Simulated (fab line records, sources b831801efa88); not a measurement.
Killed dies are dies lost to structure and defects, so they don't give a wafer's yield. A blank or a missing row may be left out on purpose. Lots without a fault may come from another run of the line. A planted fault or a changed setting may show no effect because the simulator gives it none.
A struck lot beside a sound one | flow sky130 | 16 steps out of a route of 708
Sound: wafers L604.2, L604.3, L604.6. Struck: wafer L609.5. (L609.1 of the same lot was not struck and is left out.) The cause comes at the end.
At each step with rows: each side's tool, then ch and its chambers, then its first start. Under that, the readings that differ: sound wafers | struck wafers | difference of the means | sigmas: that difference in standard deviations of wafers without a fault.
alike: readings whose means differ by less than 2 such deviations, and words and numbers that are the same on both sides. not compared: withheld readings, readings that some wafer has no value for, bounds like >300 that may hide the same value, and numbers for which the record gives no deviation and whose values overlap.
The two part at a step that has a row with sigmas, a row that says differs or no value, or rows on one side only. Numbers that don't overlap but have no deviation are shown without sigmas and don't part them. A reading that every wafer of one side lacks parts them only if that side has two wafers or more.

first, 1 step without rows for these wafers: SKY_POLY_CUT_DEVELOP_07 (develop time 60 s).
SKY_POLY_CUT_CD_MEAS_08: target cd 270 nm.
  sound on cd_sem-02, day 24 22:41; struck on cd_sem-01, day 27 18:40
  alike: cd_nm
SKY_POLY_CUT_OVL_MEAS_09:
  sound on overlay-01, day 24 22:47; struck on overlay-01, day 27 18:47
  alike: POLY_CUT_OVL
SKY_POLY_CUT_ETCH_10: etches BARC in N2/H2, stops on SiO2, time 45.9 s, target depth 60 nm.
  sound on rie_diel-03 ch 0,1,3, day 24 22:49; struck on rie_diel-03 ch 2, day 27 18:50
  alike: drypump_motor_current_A, oes_product_au, throttle_valve_pct
  not compared: rf_hours_counter_h
SKY_POLY_CUT_ETCH_11: etches Si3N4 in CF4/CH2F2/Ar, stops on poly-Si, time 42.5 s, target depth 60 nm.
  sound on rie_diel-03 ch 0,1,3, day 24 22:51; struck on rie_diel-03 ch 2, day 27 18:52
  reading                | sound                | struck | difference | sigmas
  throttle_valve_pct (%) | 14.982 14.990 14.963 | 15.003 | +0.025     | +3
  alike: drypump_motor_current_A, oes_product_au
  not compared: rf_hours_counter_h
SKY_POLY_CUT_STRIP_12: strips in O2/N2.
  sound on plasma_asher-01 ch 0,1, day 24 22:53; struck on plasma_asher-02 ch 0, day 27 18:55
  reading                      | sound             | struck | difference | sigmas
  oes_product_au (a.u.)        | 0.447 0.449 0.444 | 0.458  | +0.011     | +2
  strip_time_to_endpoint_s (s) | 5.328 5.338 5.339 | 5.365  | +0.030     | +2
  alike: drypump_motor_current_A
  not compared: rf_hours_counter_h
then, 6 steps without rows for these wafers: SKY_SD_P_DEHYDRATE_00 (time 60 s); SKY_SD_P_HMDS_01 (prime time 60 s); SKY_SD_P_COAT_02 (resist thk 1140 nm); SKY_SD_P_SOFTBAKE_03 (time 60 s); SKY_SD_P_EXPOSE_04 (exposes mask PSDM, target cd 380 nm); SKY_SD_P_PEB_05.
SKY_SD_P_DEVELOP_06: develop time 60 s.
  sound on litho_track-01 ch 0, day 26 03:59; struck on litho_track-01 ch 0, day 28 21:58
SKY_SD_P_CD_MEAS_07: target cd 380 nm.
  sound on cd_sem-01, day 26 04:08; struck on cd_sem-01, day 28 22:07
  reading    | sound             | struck | difference | sigmas
  cd_nm (nm) | 378.5 376.1 376.5 | 387.6  | +10.6      | +4
SKY_SD_P_OVL_MEAS_08:
  sound on overlay-01, day 26 04:14; struck on overlay-01, day 28 22:14
  alike: SD_P_OVL
SKY_PAD_OPEN_PROBE_99:
  the record has rows for the sound wafers here (prober-02, day 46 04:40) and none for the struck ones

WHERE THEY PART
First at SKY_POLY_CUT_ETCH_11; last, within this record, at SKY_PAD_OPEN_PROBE_99.

WHY: what the simulator had put in
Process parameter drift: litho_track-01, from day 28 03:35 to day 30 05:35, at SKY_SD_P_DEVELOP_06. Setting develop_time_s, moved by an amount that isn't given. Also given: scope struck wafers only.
